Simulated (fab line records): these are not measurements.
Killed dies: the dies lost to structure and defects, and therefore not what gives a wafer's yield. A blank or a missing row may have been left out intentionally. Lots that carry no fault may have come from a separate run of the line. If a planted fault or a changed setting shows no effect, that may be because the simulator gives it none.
Chamber matching | flow sky130 | SKY_VIA4_CMP_21 on cmp-02 has 4 sister chambers
The step polishes, stops on SiO2, t overpolish 25 s, target thk 0 nm. 4 wafers are shown with their chamber, then 7 later ones without.

## EACH WAFER AND ITS CHAMBER
wafer  | chamber | motorCurrentA (A)
L620.3 | 1       | 11.0
L620.5 | 3       | 11.7
L622.2 | 2       | 11.2
L622.4 | 0       | 9.5

## WAFERS WITHOUT THEIR CHAMBER
wafer  | motorCurrentA (A)
L622.5 | 11.5
L624.1 | 11.9
L624.4 | 11.2
L624.5 | 9.5
L630.1 | 9.1
L630.3 | 11.0
L630.5 | 10.9

## WHICH CHAMBER EACH WENT THROUGH
wafer  | from the rows above          | in truth
L622.5 | can't be placed: 3 or 2 or 1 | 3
L624.1 | 3                            | 3
L624.4 | can't be placed: 2 or 1      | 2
L624.5 | 0                            | 0
L630.1 | 0                            | 0
L630.3 | can't be placed: 1 or 2      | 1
L630.5 | can't be placed: 1 or 2      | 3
Placed correctly: 3 of 7. Not placeable from these rows: 4 (in 3, the candidates include the true chamber). 0 placed wrongly.
How it was worked out, from the rows above alone: a wafer's distance from a chamber is the root of the sum, over the readings, of the square of ((its reading less the chamber's mean) divided by the reading's scatter). If the next closest chamber is less than 2 further off than the closest, the wafer can't be placed; otherwise it belongs to the closest. The mean given for a chamber averages the wafers shown for that chamber. The scatter: root of mean squared gap, hidden wafer to nearest shown wafer, with one shown wafer a chamber.
